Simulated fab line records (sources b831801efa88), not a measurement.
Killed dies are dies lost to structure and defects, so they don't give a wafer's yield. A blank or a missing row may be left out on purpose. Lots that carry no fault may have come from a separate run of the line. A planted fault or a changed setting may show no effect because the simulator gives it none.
Which tool was responsible? | flow sfq-line | 45 wafers from 15 lots sampled at 2 of the route's 325 steps

## WHAT THE GAUGES SHOWED, per wafer
SFQ_M4_RS_MEAS_924: uses a four-point probe to measure. Usual: M4_NB_RS typically reads 0.889 ohm/sq, with standard deviation 0.011.
lot  | measured     | on            | M4_NB_RS (ohm/sq) | flag
L983 | day 37 11:53 | film-metro-01 | 0.882 0.881 0.876 |
L985 | day 43 15:24 | film-metro-04 | 0.895 0.882 0.898 |
L987 | day 44 02:12 | film-metro-01 | 0.878 0.868 0.863 |
L988 | day 44 10:50 | film-metro-04 | 0.441 0.442 0.441 | OFF
L989 | day 45 02:25 | film-metro-02 | 0.443 0.446 0.444 | OFF
L995 | day 46 23:49 | film-metro-01 | 0.435 0.440 0.441 | OFF
L997 | day 47 20:31 | film-metro-01 | 0.888 0.897 0.891 |
L998 | day 47 21:20 | film-metro-04 | 0.893 0.908 0.902 |
L100 | day 48 08:02 | film-metro-04 | 0.889 0.908 0.910 |
L101 | day 48 11:31 | film-metro-01 | 0.887 0.881 0.895 |
L102 | day 48 17:32 | film-metro-01 | 0.893 0.905 0.906 |
L103 | day 49 00:44 | film-metro-04 | 0.888 0.882 0.893 |
L104 | day 50 16:27 | film-metro-02 | 0.898 0.896 0.913 |
L105 | day 51 08:35 | film-metro-01 | 0.890 0.885 0.896 |
L106 | day 51 16:31 | film-metro-04 | 0.882 0.896 0.892 |

## EACH LOT AND THE TOOL THAT RAN IT (in order: tool; ch and the chambers of the sampled wafers; start)
lot  | SFQ_TRILAYER_M4_DEP_SPUTTER_091
L983 | pvd-sputter-03, day 37 11:44
L985 | pvd-sputter-05, day 43 15:16
L987 | pvd-sputter-06, day 44 02:04
L988 | pvd-sputter-05, day 44 10:28
L989 | pvd-sputter-05, day 45 02:04
L995 | pvd-sputter-03, day 46 23:25
L997 | pvd-sputter-06, day 47 20:25
L998 | pvd-sputter-05, day 47 21:14
L100 | pvd-sputter-05, day 48 07:57
L101 | pvd-sputter-06, day 48 11:25
L102 | pvd-sputter-05, day 48 17:25
L103 | pvd-sputter-05, day 49 00:37
L104 | pvd-sputter-03, day 50 16:19
L105 | pvd-sputter-05, day 51 08:27
L106 | pvd-sputter-05, day 51 16:24
- SFQ_TRILAYER_M4_DEP_SPUTTER_091: material Nb, target thk 200 nm, time 133.3 s.

## AS READ BY THE TOOLS THEMSELVES (means over the sampled wafers that have a number; for cases with no such wafer, the mark the record gives instead)
SFQ_TRILAYER_M4_DEP_SPUTTER_091. Usual: throttle-valve-pct 30.2 %, standard deviation 0.53.
lot  | tool           | throttle-valve-pct (%) | flag
L983 | pvd-sputter-03 | 29.9                   |
L985 | pvd-sputter-05 | 30.5                   |
L987 | pvd-sputter-06 | 30.2                   |
L988 | pvd-sputter-05 | 30.5                   |
L989 | pvd-sputter-05 | 30.4                   |
L995 | pvd-sputter-03 | 30.1                   |
L997 | pvd-sputter-06 | 29.8                   |
L998 | pvd-sputter-05 | 30.9                   |
L100 | pvd-sputter-05 | 30.4                   |
L101 | pvd-sputter-06 | 29.9                   |
L102 | pvd-sputter-05 | 30.0                   |
L103 | pvd-sputter-05 | 30.1                   |
L104 | pvd-sputter-03 | 30.3                   |
L105 | pvd-sputter-05 | 30.0                   |
L106 | pvd-sputter-05 | 30.7                   |

## THE ANSWER, worked out from the rows above alone
Rule: take the mean of a lot's wafers that have a number; if it is more than 3 standard deviations from the usual mean, the lot is off. Also off: a lot with no number at a reading for which 4 or more lots have one. Where the step has rows for the other lots, those lots are counted as sound. The gauges are gone through in route order, then the tools' own readings, and for those a lot's mean is taken as printed above. At the first step where some lot is off, the reading lying furthest off is the one used; lots without a number count as furthest.
Off: L988, L989, L995, at SFQ_M4_RS_MEAS_924 (M4_NB_RS).
If a tool, at a process step before that reading, ran all the lots that are off and no sound lot after the first of them, it fits. Gauges at SFQ_M4_RS_MEAS_924: tried the same way as those tools. Of those tried, none fits.

## WHAT THE SIMULATOR HAD INSERTED
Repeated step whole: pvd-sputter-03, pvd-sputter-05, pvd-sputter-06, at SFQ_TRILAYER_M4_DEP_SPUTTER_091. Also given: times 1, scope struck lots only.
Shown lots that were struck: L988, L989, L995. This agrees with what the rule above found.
